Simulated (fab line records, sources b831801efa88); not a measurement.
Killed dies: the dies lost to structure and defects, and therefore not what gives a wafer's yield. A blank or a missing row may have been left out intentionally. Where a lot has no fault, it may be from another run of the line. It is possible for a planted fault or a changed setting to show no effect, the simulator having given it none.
Chamber matching | flow sky130 | SKY_METAL3_ETCH_17 on rie-diel-04 has 4 sister chambers
The step etches SiO2 in C4F8/O2/Ar, stops on TiN, time 3.9 s, target depth 15 nm. 4 wafers are shown with their chamber, then 10 later ones without.

== WAFERS, EACH WITH ITS CHAMBER ==
wafer  | chamber | oes-product-au (a.u.)
L083.4 | 3       | 0.757
L083.6 | 2       | 0.761
L090.1 | 0       | 0.755
L090.2 | 1       | 0.755

== WAFERS WHOSE CHAMBER IS MISSING ==
wafer  | oes-product-au (a.u.)
L090.6 | 0.755
L091.1 | 0.750
L091.4 | 0.754
L091.5 | 0.759
L093.1 | 0.755
L093.4 | 0.760
L093.6 | 0.752
L095.1 | 0.753
L095.3 | 0.761
L095.6 | 0.765

== THE CHAMBER EACH PASSED THROUGH ==
wafer  | from the rows above               | in truth
L090.6 | can't be placed: 0 or 1 or 3      | 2
L091.1 | can't be placed: 0 or 1 or 3      | 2
L091.4 | can't be placed: 0 or 1 or 3      | 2
L091.5 | can't be placed: 2 or 3 or 0 or 1 | 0
L093.1 | can't be placed: 0 or 1 or 3      | 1
L093.4 | can't be placed: 2 or 3 or 0 or 1 | 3
L093.6 | can't be placed: 0 or 1 or 3      | 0
L095.1 | can't be placed: 0 or 1 or 3      | 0
L095.3 | can't be placed: 2 or 3           | 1
L095.6 | can't be placed: 2 or 3           | 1
Placed correctly: 0 of 10. Can't be placed from these rows: 10 (the true chamber is among the candidates in 5). Wrongly placed: 0.
How it was worked out, from the rows above alone: a wafer's distance from a chamber is the root of the sum, over the readings, of the square of ((its reading less the chamber's mean) divided by the reading's scatter). If the next closest chamber is less than 2 further off than the closest, the wafer can't be placed; otherwise it belongs to the closest. Each chamber's mean is taken over the wafers shown for it. The scatter: with one shown wafer a chamber, the root of the mean of the squares of how far each hidden wafer lies from its nearest shown one.
